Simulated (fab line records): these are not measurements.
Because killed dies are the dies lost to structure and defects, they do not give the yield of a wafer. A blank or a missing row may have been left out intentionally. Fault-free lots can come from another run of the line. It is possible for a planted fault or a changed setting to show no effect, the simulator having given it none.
fab line records	flow sky130
record: lots: 6	wafers: 18	last_day: 49
route steps=708 shown RES_XHIGH@339 SD_N@342 SD_P@359 PAD_OPEN@708
lots that met no fault: taken from a fault-free run of the same line
start_h: start of the lot's first displayed wafer, in hours after the record's first day	wait_h: hours elapsed since this lot's preceding step	" as in the row above	L1.1+2: several wafers, shown together as one row	- either no value or no given start	* or withheld: withheld	< > ~ a bound
route shown NAME@n: a module of which the file shows steps, and the number in the route of the first	usual: average and standard deviation across the fault-free wafers	same: alike in all rows	chamber/n: place in a boat	sites: per-site readings	_std_site: the standard deviation of these	_edge_site: the outer-site mean with the inner-site mean subtracted	radius_mm: for every site, how far away it sits from the centre of the wafer	mask NAME#n: copy n	behind: the most recent tool/chamber to have shaped the wafer	hold: cause of the lot's hold/its duration in hours/its outcome	device: transistor that didn't switch, given as n, p or np	end of line: the tests these same wafers got at the end of their route	a step with no rows: only its recipe	killed: dies that structure and defects cost at the first sort, which is not the same as the wafer's yield	map: dies across one wafer; x = killed, . = not, _ = none there
set.NAME: the setting as run; set.NAME@STEP: as run at that earlier step	model.NAME: the simulator's own value behind a step, which no gauge read
lots seen at some steps along the route; tables by step, rows by wafer
services: a tool's chamber out of use, with start hour (start_h, from the record's first day; less than 0 if before it), hours out, and reason
== steps ==
step: SKY_RES_XHIGH_IMPLANT_07
recipe: species: BF2	energy_kev: 20	dose_cm2: 3.6e+14	tilt_deg: 0
step: SKY_RES_XHIGH_STRIP_08
recipe: chemistry: O2/N2	power_w: 1400	pressure_mtorr: 1500	platen_temp_c: withheld	o2_flow_sccm: 3000	n2_flow_sccm: 300	overash_fraction: 0.5
usual: chamber_pressure_mTorr: 1500.0/1.3	drypump_motor_current_A: 5.8/0.33	oes_product_au: 0.710/0.0051	strip_time_to_endpoint_s: 14.27/0.038
lot.wafer	tool	chamber	start_h	wait_h	chamber_pressure_mTorr	drypump_motor_current_A	oes_product_au	rf_hours_counter_h	strip_time_to_endpoint_s
L852.3	plasma_asher-03	0	659.93	0.1	1500.8	6.1	0.709	-	14.23
L852.5	"	1	"	"	1501.1	5.7	0.717	-	14.24
L852.6	"	0	"	"	1500.0	6.1	0.715	-	14.25
L857.1	plasma_asher-01	0	729.73	0.1	1497.4	5.7	0.695	29	14.28
L857.2	"	1	"	"	1501.9	6.0	0.709	29	14.29
L857.6	"	0	"	"	1498.5	5.6	0.713	-	14.28
L856.1	plasma_asher-01	1	731.09	0.1	1500.0	6.1	0.710	29	14.32
L856.3	"	1	"	"	1498.2	6.1	0.713	-	14.29
L856.5	"	0	"	"	1500.4	5.6	0.709	-	14.35
L862.2	plasma_asher-03	1	734.53	0.1	1498.7	5.6	0.706	63	14.30
L862.4	"	0	"	"	1498.5	6.1	0.716	-	14.24
L862.6	"	1	"	"	1499.9	5.6	0.707	-	14.30
L861.1	plasma_asher-03	1	736.49	0.1	1499.7	5.7	0.717	63	14.28
L861.3	"	0	"	"	1499.8	6.1	0.714	-	14.25
L861.4	"	1	"	"	1501.2	5.6	0.711	-	14.25
L863.4	plasma_asher-03	0	737.18	0.1	1499.2	6.1	0.715	-	14.17
L863.5	"	1	"	"	1500.7	5.7	0.712	-	14.28
L863.6	"	0	"	"	1498.4	6.1	0.718	-	14.22
step: SKY_RES_XHIGH_TW_MEAS_09
usual: RES_XHIGH_TW: 1653/15
lot.wafer	tool	chamber	start_h	wait_h	RES_XHIGH_TW
L852.3	film_metro-03	-	660.01	0.1	1658
L852.5	"	-	"	"	1673
L852.6	"	-	"	"	1665
L857.1	film_metro-04	-	729.83	0.1	1673
L857.2	"	-	"	"	1662
L857.6	"	-	"	"	1659
L856.1	film_metro-04	-	731.19	0.1	1672
L856.3	"	-	"	"	1669
L856.5	"	-	"	"	1668
L862.2	film_metro-02	-	734.64	0.1	1635
L862.4	"	-	"	"	1634
L862.6	"	-	"	"	1635
L861.1	film_metro-02	-	736.59	0.1	1641
L861.3	"	-	"	"	1644
L861.4	"	-	"	"	1635
L863.4	film_metro-02	-	737.27	0.1	1629
L863.5	"	-	"	"	1635
L863.6	"	-	"	"	1626
step: SKY_SD_N_DEHYDRATE_00
recipe: temp_c: 200	time_s: 60
step: SKY_SD_N_HMDS_01
recipe: prime_time_s: 60	prime_temp_c: 120
step: SKY_SD_N_COAT_02
recipe: resist: NOVOLAK	spin_rpm: 3060	resist_thk_nm: 1140
step: SKY_SD_N_SOFTBAKE_03
recipe: temp_c: 90	time_s: 60	resist: NOVOLAK
step: SKY_SD_N_EXPOSE_04
recipe: mask_id: NSDM	na: 0.6	source_shape: conventional	sigma_outer: 0.6	polarization: unpolarized	target_cd_nm: 380	dose_mj: 141
step: SKY_SD_N_PEB_05
recipe: temp_c: withheld	time_s: *	resist: NOVOLAK
step: SKY_SD_N_DEVELOP_06
recipe: resist: NOVOLAK	developer: TMAH	develop_time_s: 60	dev_temp_c: 23
step: SKY_SD_N_CD_MEAS_07
recipe: target_cd_nm: 380
usual: cd_nm: 380.3/2.7
lot.wafer	tool	chamber	start_h	wait_h	cd_nm
L852.3	cd_sem-02	-	688.69	0.1	379.9
L852.5	"	-	"	"	378.7
L852.6	"	-	"	"	381.0
L857.1	cd_sem-02	-	755.60	0.1	379.2
L857.2	"	-	"	"	380.3
L857.6	"	-	"	"	379.7
L856.1	cd_sem-02	-	757.53	0.1	381.5
L856.3	"	-	"	"	381.4
L856.5	"	-	"	"	381.4
L862.2	cd_sem-02	-	760.49	0.1	379.8
L862.4	"	-	"	"	381.6
L862.6	"	-	"	"	382.1
L861.1	cd_sem-02	-	763.37	0.1	383.6
L861.3	"	-	"	"	382.9
L861.4	"	-	"	"	381.9
L863.4	cd_sem-01	-	764.04	0.1	382.2
L863.5	"	-	"	"	380.2
L863.6	"	-	"	"	383.1
step: SKY_SD_N_OVL_MEAS_08
usual: SD_N_OVL: 0.2/1.1
lot.wafer	tool	chamber	start_h	wait_h	SD_N_OVL[nm]
L852.3	overlay-02	-	688.78	0.1	1.4
L852.5	"	-	"	"	1.2
L852.6	"	-	"	"	1.5
L857.1	overlay-01	-	755.72	0.1	0.7
L857.2	"	-	"	"	0.0
L857.6	"	-	"	"	0.4
L856.1	overlay-01	-	757.65	0.1	0.4
L856.3	"	-	"	"	2.4
L856.5	"	-	"	"	0.9
L862.2	overlay-02	-	760.60	0.1	0.9
L862.4	"	-	"	"	-1.2
L862.6	"	-	"	"	-1.0
L861.1	overlay-01	-	763.49	0.1	-1.7
L861.3	"	-	"	"	-0.7
L861.4	"	-	"	"	-0.9
L863.4	overlay-02	-	764.12	0.1	0.3
L863.5	"	-	"	"	-0.4
L863.6	"	-	"	"	-0.8
step: SKY_SD_N_IMPLANT_09
recipe: species: As	energy_kev: 50	dose_cm2: 4e+15	tilt_deg: 0
usual: beam_on_s: 15.9/0.7	dose_ions_cm2: 4.001e+15/4.4e+12	end_station_pressure_torr: 1.5e-05/9.7e-07	faraday_current_uA: 13740/580
lot.wafer	tool	chamber	start_h	wait_h	beam_on_s	dose_ions_cm2	end_station_pressure_torr	faraday_current_uA
L852.3	implanter-04	0	688.86	0.1	16.4	4e+15	1.42e-05	13333
L852.5	"	0	"	"	17.3	4.007e+15	1.33e-05	12623
L852.6	"	0	"	"	16.6	4.002e+15	1.4e-05	13081
L857.1	implanter-03	0	755.76	0.0	15.2	3.999e+15	1.52e-05	14232
L857.2	"	0	"	"	15.3	4.003e+15	1.59e-05	14162
L857.6	"	0	"	"	15.8	3.998e+15	1.59e-05	13805
L856.1	implanter-03	0	757.69	0.0	9.9	5.52e+14	7.6e-06	3104
L856.3	"	0	"	"	10.2	5.44e+14	7.7e-06	3010
L856.5	"	0	"	"	9.7	5.51e+14	7.1e-06	3148
L862.2	implanter-02	0	760.65	0.0	16.6	4.004e+15	1.45e-05	13092
L862.4	"	0	"	"	17.0	4.004e+15	1.48e-05	12816
L862.6	"	0	"	"	16.6	4.005e+15	1.39e-05	13227
L861.1	implanter-03	0	763.53	0.0	10.2	5.52e+14	7.9e-06	2998
L861.3	"	0	"	"	10.3	5.5e+14	8.6e-06	2990
L861.4	"	0	"	"	9.9	5.5e+14	8.2e-06	3119
L863.4	implanter-04	0	764.21	0.1	16.5	4.005e+15	1.37e-05	13244
L863.5	"	0	"	"	16.6	4e+15	1.47e-05	13168
L863.6	"	0	"	"	16.2	3.999e+15	1.44e-05	13451
step: SKY_SD_N_IMPLANT_10
recipe: species: P	energy_kev: 20	dose_cm2: 1e+14	tilt_deg: 0
step: SKY_SD_N_STRIP_11
recipe: chemistry: O2/N2	power_w: 1400	pressure_mtorr: 1500	platen_temp_c: withheld	o2_flow_sccm: 3000	n2_flow_sccm: 300	overash_fraction: 0.5
usual: chamber_pressure_mTorr: 1499.8/1.5	drypump_motor_current_A: 5.7/0.46	oes_product_au: 0.526/0.0045	strip_time_to_endpoint_s: 22.43/0.038
lot.wafer	tool	chamber	start_h	wait_h	chamber_pressure_mTorr	drypump_motor_current_A	oes_product_au	rf_hours_counter_h	strip_time_to_endpoint_s
L852.3	plasma_asher-04	1	689.14	0.1	1499.8	5.5	0.523	-	22.43
L852.5	"	1	"	"	1498.6	5.5	0.529	-	22.44
L852.6	"	0	"	"	1501.5	6.2	0.532	-	22.42
L857.1	plasma_asher-04	1	756.06	0.1	1495.8	5.6	0.524	98	22.39
L857.2	"	0	"	"	1502.2	6.2	0.530	98	22.33
L857.6	"	0	"	"	1500.1	6.2	0.519	-	22.34
L856.1	plasma_asher-02	0	757.99	0.1	1501.7	5.2	0.637	1	16.18
L856.3	"	0	"	"	1500.1	5.2	0.648	-	16.17
L856.5	"	0	"	"	1499.1	5.2	0.647	-	16.15
L862.2	plasma_asher-03	0	760.93	0.1	1498.0	6.2	0.531	66	22.44
L862.4	"	1	"	"	1501.0	5.7	0.521	-	22.47
L862.6	"	1	"	"	1501.1	5.6	0.534	-	22.49
L861.1	plasma_asher-04	0	763.83	0.1	1500.3	6.2	0.640	99	16.23
L861.3	"	1	"	"	1498.7	5.5	0.637	-	16.23
L861.4	"	0	"	"	1501.3	6.2	0.649	-	16.23
L863.4	plasma_asher-04	1	764.47	0.1	1499.3	5.6	0.532	-	22.45
L863.5	"	1	"	"	1499.9	5.5	0.527	-	22.42
L863.6	"	0	"	"	1500.0	6.2	0.532	-	22.46
step: SKY_SD_N_TW_MEAS_12
usual: SD_N_TW: 4019/32
lot.wafer	tool	chamber	start_h	wait_h	SD_N_TW
L852.3	film_metro-02	-	689.23	0.1	3992
L852.5	"	-	"	"	3985
L852.6	"	-	"	"	3991
L857.1	film_metro-02	-	756.16	0.1	3993
L857.2	"	-	"	"	3993
L857.6	"	-	"	"	3987
L856.1	film_metro-02	-	758.09	0.1	3439
L856.3	"	-	"	"	3443
L856.5	"	-	"	"	3458
L862.2	film_metro-02	-	761.04	0.1	3991
L862.4	"	-	"	"	4004
L862.6	"	-	"	"	4009
L861.1	film_metro-02	-	763.93	0.1	3471
L861.3	"	-	"	"	3471
L861.4	"	-	"	"	3471
L863.4	film_metro-02	-	764.57	0.1	4008
L863.5	"	-	"	"	4014
L863.6	"	-	"	"	4000
step: SKY_SD_N_CLEAN_13
recipe: chemistry: SC1/SC2	mix: 1:4:20	temp_c: 70	time_s: 150	dry: n2_spin
step: SKY_SD_N_RTA_14
recipe: temp_c: 1075	time_s: 2	idle_temp_c: 650	ramp_up_c_per_s: 150	ramp_down_c_per_s: 90	ambient: N2
usual: chamber_o2_ppm: 2.000/0.021	lamp_power_pct: 15.74/0.052	wafer_temp_C_max: 1078.0/1.2
lot.wafer	tool	chamber	start_h	wait_h	chamber_o2_ppm	lamp_power_pct	wafer_temp_C_max
L852.3	rtp_anneal-02	0	689.39	0.0	2.009	15.71	1077.0
L852.5	"	0	"	"	1.985	15.75	1078.1
L852.6	"	0	"	"	2.002	15.75	1078.5
L857.1	rtp_anneal-02	0	756.27	0.0	1.959	15.80	1078.7
L857.2	"	0	"	"	1.968	15.70	1079.8
L857.6	"	0	"	"	1.998	15.75	1076.1
L856.1	rtp_anneal-01	0	758.20	0.0	2.017	15.82	1078.1
L856.3	"	0	"	"	1.999	15.77	1079.0
L856.5	"	0	"	"	2.011	15.76	1078.0
L862.2	rtp_anneal-01	0	761.15	0.0	1.994	15.66	1078.7
L862.4	"	0	"	"	2.000	15.73	1078.8
L862.6	"	0	"	"	1.994	15.78	1077.2
L861.1	rtp_anneal-01	0	764.04	0.0	2.016	15.72	1079.2
L861.3	"	0	"	"	2.031	15.75	1076.7
L861.4	"	0	"	"	2.029	15.65	1079.0
L863.4	rtp_anneal-02	0	764.70	0.1	1.982	15.75	1078.8
L863.5	"	0	"	"	1.998	15.73	1076.4
L863.6	"	0	"	"	2.002	15.78	1078.2
step: SKY_SD_N_RS_MEAS_16
recipe: thk_meas_gauge: four-point-probe
usual: SD_N_RS: 68.46/0.13
lot.wafer	tool	chamber	start_h	wait_h	SD_N_RS[ohm/sq]
L852.3	film_metro-02	-	689.58	0.1	68.52
L852.5	"	-	"	"	68.63
L852.6	"	-	"	"	68.53
L857.1	film_metro-02	-	756.44	0.1	68.54
L857.2	"	-	"	"	68.49
L857.6	"	-	"	"	68.56
L856.1	film_metro-04	-	758.38	0.1	155.63
L856.3	"	-	"	"	154.41
L856.5	"	-	"	"	154.99
L862.2	film_metro-04	-	761.36	0.1	68.65
L862.4	"	-	"	"	68.52
L862.6	"	-	"	"	68.37
L861.1	film_metro-04	-	764.21	0.1	152.15
L861.3	"	-	"	"	152.99
L861.4	"	-	"	"	153.71
L863.4	film_metro-02	-	764.94	0.1	68.36
L863.5	"	-	"	"	68.42
L863.6	"	-	"	"	68.57
step: SKY_SD_N_RS_MEAS_17
recipe: thk_meas_gauge: four-point-probe
usual: SD_P_RS: 146.5/0.35
lot.wafer	tool	chamber	start_h	wait_h	SD_P_RS[ohm/sq]
L852.3	film_metro-02	-	689.70	0.1	146.7
L852.5	"	-	"	"	147.0
L852.6	"	-	"	"	147.0
L857.1	film_metro-02	-	756.56	0.1	146.7
L857.2	"	-	"	"	146.4
L857.6	"	-	"	"	146.7
L856.1	film_metro-04	-	758.50	0.1	146.7
L856.3	"	-	"	"	146.5
L856.5	"	-	"	"	146.6
L862.2	film_metro-04	-	761.48	0.1	147.1
L862.4	"	-	"	"	146.6
L862.6	"	-	"	"	146.6
L861.1	film_metro-04	-	764.33	0.1	146.4
L861.3	"	-	"	"	146.7
L861.4	"	-	"	"	147.3
L863.4	film_metro-02	-	765.06	0.1	146.6
L863.5	"	-	"	"	146.2
L863.6	"	-	"	"	146.5
step: SKY_PAD_OPEN_PROBE_99
usual: killed_at_M0_to_M3: 42/7.4	killed_at_M4_up: 3.5/1.9	killed_at_contacts: 24/5.2	killed_at_front_end: 15/4.5	killed_at_other: 0.2/0.53	killed_dies: 85/9.8	killed_open: 46/7.6	killed_short: 39/6.5
same: gross_dies: 492	killed_at_back_side: 0
lot.wafer	tool	chamber	start_h	wait_h	killed_at_M0_to_M3	killed_at_M4_up	killed_at_contacts	killed_at_front_end	killed_at_other	killed_dies	killed_open	killed_short	model.etest.nfet_g5v0d10v5.r_on_ohm_um	model.etest.nfet_16v.r_on_ohm_um	model.etest.res_ndiff.line_ohm_um	model.etest.sonos_uncharged.r_on_ohm_um	model.etest.licon_ndiff.rc_ohm	model.etest.nfet_01v8.r_on_ohm_um	model.etest.res_ndiff_hv.rs_ohm_sq	model.etest.res_ndiff.rs_ohm_sq
L852.3	prober-02	-	1107.02	0.2	60	8	25	9	0	102	52	50	1883	1.38e+04	769.7	836.6	193.1	869.4	114.5	120.5
L852.5	prober-02	-	1107.12	0.2	41	7	22	11	1	82	44	38	1891	1.378e+04	753.4	827.2	178.2	854.2	114.9	120.9
L852.6	prober-02	-	1107.17	0.2	50	3	23	8	0	84	41	43	1866	1.382e+04	761.1	820	194.7	825.5	115	120.9
L857.1	prober-02	-	1152.76	0.1	55	4	25	16	0	100	51	49	1896	1.411e+04	765.5	797.4	186.6	850.8	115	120.3
L857.2	prober-02	-	1152.81	0.1	41	2	17	20	0	80	41	39	1923	1.397e+04	744	807.3	185.6	875.5	115.3	120.4
L857.6	prober-02	-	1153.01	0.2	35	3	29	16	0	83	48	35	1908	1.41e+04	754.5	792	179.7	830.3	114.8	120.1
L856.1	prober-01	-	1158.77	0.1	49	2	34	10	2	97	48	49	2482	1.484e+04	1305	1280	470	1090	203.9	199.7
L856.3	prober-01	-	1158.87	0.2	28	2	21	11	0	62	40	22	2459	1.483e+04	1292	1269	448.1	1080	202	197.2
L856.5	prober-01	-	1158.97	0.2	39	7	22	16	0	84	39	45	2445	1.47e+04	1314	1245	472.1	1062	202.7	199
L862.2	prober-01	-	1160.69	0.1	30	1	23	15	0	69	46	23	1885	1.444e+04	774.7	800.8	180.8	814.7	114	119.9
L862.4	prober-01	-	1160.79	0.2	41	2	20	19	0	82	39	43	1886	1.418e+04	749.4	817.8	187.3	838.6	114.3	119.3
L862.6	prober-01	-	1160.89	0.2	28	3	23	10	0	64	34	30	1862	1.428e+04	774	819.6	184.8	833.6	113.8	119.8
L861.1	prober-02	-	1162.14	0.1	39	3	18	16	0	76	35	41	2442	1.445e+04	1224	1248	439.6	1093	199	195.3
L861.3	prober-02	-	1162.24	0.2	31	3	23	14	0	71	28	43	2437	1.438e+04	1246	1241	455.4	1060	200.7	198
L861.4	prober-02	-	1162.29	0.2	35	8	19	10	0	72	40	32	2424	1.446e+04	1237	1254	435.4	1049	202.4	195.9
L863.4	prober-01	-	1164.37	0.2	42	7	22	14	0	85	45	40	1905	1.431e+04	763.1	792.2	175.5	816.8	114.5	119.6
L863.5	prober-01	-	1164.42	0.2	34	6	18	18	0	76	34	42	1914	1.447e+04	762.8	810.4	169.8	832.8	114.6	119.5
L863.6	prober-01	-	1164.47	0.2	37	0	23	18	1	79	44	35	1924	1.446e+04	768.5	815	180.3	821.8	114.5	121
killed by level:class
L852.3 VIA1:geometric_particle:open=12 METAL1:geometric_particle:short=10 LI_CONTACT:geometric_particle:open=9 VIA2:geometric_particle:open=9 VIA3:geometric_particle:open=8 CONTACT:geometric_particle:short=7 METAL4:geometric_particle:short=7 CONTACT:geometric_particle:open=6
L852.5 VIA1:geometric_particle:open=12 CONTACT:geometric_particle:open=8 VIA1:geometric_particle:short=6 VIA2:geometric_particle:open=5 FIELD_ISO:geometric_particle:open=4 LI_CONTACT:geometric_particle:short=4 VIA3:geometric_particle:open=4 METAL4:geometric_particle:short=4
L852.6 VIA1:geometric_particle:open=11 CONTACT:geometric_particle:open=8 METAL1:geometric_particle:short=7 LI_CONTACT:geometric_particle:open=6 VIA2:geometric_particle:open=6 VIA1:geometric_particle:short=6 VIA3:geometric_particle:open=5 METAL2:geometric_particle:short=5
L857.1 VIA1:geometric_particle:open=14 VIA3:geometric_particle:open=11 METAL2:geometric_particle:short=8 CONTACT:geometric_particle:open=8 FIELD_ISO:geometric_particle:short=7 CONTACT:geometric_particle:short=6 LI_CONTACT:geometric_particle:open=5 SPACER:geometric_particle:short=4
L857.2 VIA1:geometric_particle:open=14 METAL1:geometric_particle:short=10 FIELD_ISO:geometric_particle:open=7 CONTACT:geometric_particle:open=6 FIELD_ISO:geometric_particle:short=5 VIA3:geometric_particle:short=4 LI_CONTACT:geometric_particle:open=3 LOCAL_INTERCONNECT:geometric_particle:short=3
L857.6 LI_CONTACT:geometric_particle:open=10 VIA1:geometric_particle:open=9 CONTACT:geometric_particle:open=8 METAL2:geometric_particle:short=5 LI_CONTACT:geometric_particle:short=4 VIA3:geometric_particle:open=4 VIA1:geometric_particle:short=4 FIELD_ISO:geometric_particle:open=3
L856.1 CONTACT:geometric_particle:open=14 VIA1:geometric_particle:open=10 LI_CONTACT:geometric_particle:open=8 METAL1:geometric_particle:short=8 VIA2:geometric_particle:open=7 CONTACT:geometric_particle:short=7 VIA3:geometric_particle:short=5 FIELD_ISO:geometric_particle:short=4
L856.3 LI_CONTACT:geometric_particle:open=8 CONTACT:geometric_particle:open=7 VIA1:geometric_particle:open=6 VIA3:geometric_particle:open=6 METAL2:geometric_particle:short=4 POLY_GATE:geometric_particle:short=3 SPACER:geometric_particle:open=3 LI_CONTACT:geometric_particle:short=3
L856.5 VIA2:geometric_particle:open=8 VIA1:geometric_particle:open=7 CONTACT:geometric_particle:short=6 METAL4:geometric_particle:short=6 FIELD_ISO:geometric_particle:short=5 LI_CONTACT:geometric_particle:short=5 CONTACT:geometric_particle:open=5 METAL2:geometric_particle:short=5
L862.2 CONTACT:geometric_particle:open=11 VIA3:geometric_particle:open=8 VIA1:geometric_particle:open=8 VIA2:geometric_particle:open=6 LI_CONTACT:geometric_particle:open=5 FIELD_ISO:geometric_particle:open=4 POLY_GATE:geometric_particle:open=4 CONTACT:geometric_particle:short=4
L862.4 VIA1:geometric_particle:open=9 METAL2:geometric_particle:short=8 LI_CONTACT:geometric_particle:open=7 VIA1:geometric_particle:short=7 FIELD_ISO:geometric_particle:short=6 VIA2:geometric_particle:open=6 POLY_GATE:geometric_particle:open=5 CONTACT:geometric_particle:open=5
L862.6 LI_CONTACT:geometric_particle:open=11 METAL1:geometric_particle:short=7 VIA1:geometric_particle:open=6 POLY_GATE:geometric_particle:open=4 VIA3:geometric_particle:open=4 FIELD_ISO:geometric_particle:open=3 LI_CONTACT:geometric_particle:short=3 LOCAL_INTERCONNECT:geometric_particle:short=3
L861.1 VIA2:geometric_particle:open=7 POLY_GATE:geometric_particle:open=6 METAL1:geometric_particle:short=6 LOCAL_INTERCONNECT:geometric_particle:short=5 VIA1:geometric_particle:open=5 FIELD_ISO:geometric_particle:open=4 LI_CONTACT:geometric_particle:open=4 METAL2:geometric_particle:short=4
L861.3 CONTACT:geometric_particle:open=9 LOCAL_INTERCONNECT:geometric_particle:short=6 METAL1:geometric_particle:short=5 VIA1:geometric_particle:short=5 POLY_GATE:geometric_particle:short=4 CONTACT:geometric_particle:short=4 METAL2:geometric_particle:short=4 POLY_GATE:geometric_particle:open=3
L861.4 LI_CONTACT:geometric_particle:open=10 VIA2:geometric_particle:open=9 VIA1:geometric_particle:open=7 METAL4:geometric_particle:short=7 VIA2:geometric_particle:short=6 CONTACT:geometric_particle:open=4 METAL1:geometric_particle:short=4 FIELD_ISO:geometric_particle:open=3
L863.4 CONTACT:geometric_particle:open=10 METAL2:geometric_particle:short=6 VIA1:geometric_particle:open=6 METAL4:geometric_particle:short=6 LI_CONTACT:geometric_particle:open=5 VIA2:geometric_particle:short=5 VIA2:geometric_particle:open=5 VIA3:geometric_particle:open=4
L863.5 FIELD_ISO:geometric_particle:open=6 VIA1:geometric_particle:open=6 CONTACT:geometric_particle:short=6 METAL4:geometric_particle:short=5 METAL1:geometric_particle:short=5 VIA2:geometric_particle:open=5 FIELD_ISO:geometric_particle:short=4 LI_CONTACT:geometric_particle:open=4
L863.6 VIA1:geometric_particle:open=17 CONTACT:geometric_particle:open=9 LI_CONTACT:geometric_particle:short=6 POLY_GATE:geometric_particle:open=5 METAL1:geometric_particle:short=5 VIA1:geometric_particle:short=5 FIELD_ISO:geometric_particle:short=4 POLY_GATE:geometric_particle:short=4
== services ==
tool	chamber	start_h	hours	kind
implanter-02	-	687.27	3.0	pm
plasma_asher-02	-	724.21	1.7	repair
plasma_asher-02	-	733.75	9.0	pm
plasma_asher-02	0	733.75	9.0	vent_cycle
plasma_asher-02	1	733.75	9.0	vent_cycle
plasma_asher-02	0	742.75	-	clean
plasma_asher-02	1	742.75	-	clean
== key ==
first_sign: step: SKY_SD_N_IMPLANT_09	reading: dose_ions_cm2	direction: down	sigmas: 99+	usual: *	struck: *
effect: step: SKY_SD_N_IMPLANT_09	reading: faraday_current_uA	direction: down	sigmas: 18	usual: 13740	struck: 3062
effect: step: SKY_SD_N_STRIP_11	reading: strip_time_to_endpoint_s	direction: down	sigmas: 99+	usual: *	struck: *
effect: step: SKY_SD_N_TW_MEAS_12	reading: SD_N_TW	direction: down	sigmas: 17	usual: 4019	struck: 3459
effect: step: SKY_SD_N_RS_MEAS_16	reading: SD_N_RS	direction: up	sigmas: 99+	usual: 68.46	struck: 153.98
model_effect: step: SKY_PAD_OPEN_PROBE_99	value: etest.nfet_g5v0d10v5.r_on_ohm_um	without: 1877	struck: 2448
met_at SKY_SD_N_IMPLANT_09
struck_wafers L856.1,L856.3,L856.5,L861.1,L861.3,L861.4
tester_left_out L856,L861
onset_between 755.76 757.69
fault: kind: process_parameter_drift	tool: implanter-03	chamber: -	onset_h: 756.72	steps: SKY_SD_N_IMPLANT_09	channel: dose_cm2	offset: *	shape: step	end_h: 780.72	acts_in: *	stated: *
tester_left_out: of these lots the tester's yield and bins aren't shown, on N5 and GAA mostly nor the transistor test; their killed dies are dies lost to structure and defects alone, not to doping, threshold or leakage, so they don't give the yield
